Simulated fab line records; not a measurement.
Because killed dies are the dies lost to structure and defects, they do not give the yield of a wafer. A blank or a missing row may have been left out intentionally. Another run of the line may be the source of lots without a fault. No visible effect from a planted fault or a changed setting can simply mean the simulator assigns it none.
A single fault, viewed from 2 desks	flow gf180mcu	what lay behind the numbers comes last; until then each desk has only its own

== FOR THE TOOL OWNER'S DESK: rie si-02 ==
The tool's own readings at GF_STI_ETCH_14 (etches Si in HBr/Cl2/O2, target depth 360 nm, time 102.9 s): means of the sampled wafers that have a number, for each lot that ran on this tool. Marked OUT: a lot whose mean sits more than 4 standard deviations from the usual mean, which makes it out of limits; the brackets give that distance.
Columns: A = HBr_flow_sccm at GF_STI_ETCH_14, usual 149.9 sccm; B = drypump motor current A at GF_STI_ETCH_14, usual 5.8 A; C = oes product au at GF_STI_ETCH_14, usual 0.997 a.u.; D = run length s at GF_STI_ETCH_14, usual 131.1 s; E = throttle valve pct at GF_STI_ETCH_14, usual 25.659 %
lot	first seen here	A	B	C	D	E
L961	day 3 14:52	149.7	6.0	0.995	130.5	25.656
L962	day 3 19:40	150.1	6.0	0.996	135.3 (+9.9) OUT	25.661
L965	day 4 09:20	149.6	6.1	0.993	133.2 (+5.1) OUT	25.663
L976	day 6 18:37	149.8	6.0	1.002	130.9	25.658
This desk's finding: out of limits on L962, L965; first on L962, day 3 19:40 (run length s at GF_STI_ETCH_14). In limits: L961, L976.

== AT THE METROLOGY DESK ==
What the gauges read, lot by lot, whatever tool the lot ran on: means of the sampled wafers that have a number. Marked OUT: a lot whose mean sits more than 4 standard deviations from the usual mean, which makes it out of limits; the brackets give that distance.
Columns: A = STI_OXIDATION_THK at GF_STI_THK_MEAS_02, usual 10.00 nm; B = STI_CVD_03_THK at GF_STI_THK_MEAS_04, usual 207.6 nm; C = cd nm at GF_STI_CD_MEAS_12, usual 220.4 nm
lot	first seen here	A	B	C
L961	day 2 23:34	9.79	208.9	222.3
L962	day 3 03:31	10.15	209.5	221.4
L965	day 3 18:36	10.27	211.3	220.0
L973	day 5 11:07	10.18	204.7	219.5
L974	day 5 15:38	9.96	204.5	222.6
L976	day 6 01:31	9.98	208.9	219.4
This desk's finding: nothing out of limits on any of the 6 lots.

== BROUGHT TOGETHER ==
On L962, L965, at day 3 19:40, an alarm was possible from the tool owner's desk.
Metrology desk: nothing out of limits seen.
The metrology desk has L962, L965 on record, within its limits.
GF_STI_ETCH_14 was run on rie si-02 by each of the lots named.

== WHAT THE SIMULATOR PUT IN ==
rie si-02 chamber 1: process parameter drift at GF_STI_ETCH_14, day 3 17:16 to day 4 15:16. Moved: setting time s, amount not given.
Shown lots that were struck: L962, L965.
How many hours passed from the start of the fault until each desk's first out-of-limits reading: the tool owner's desk, 2.
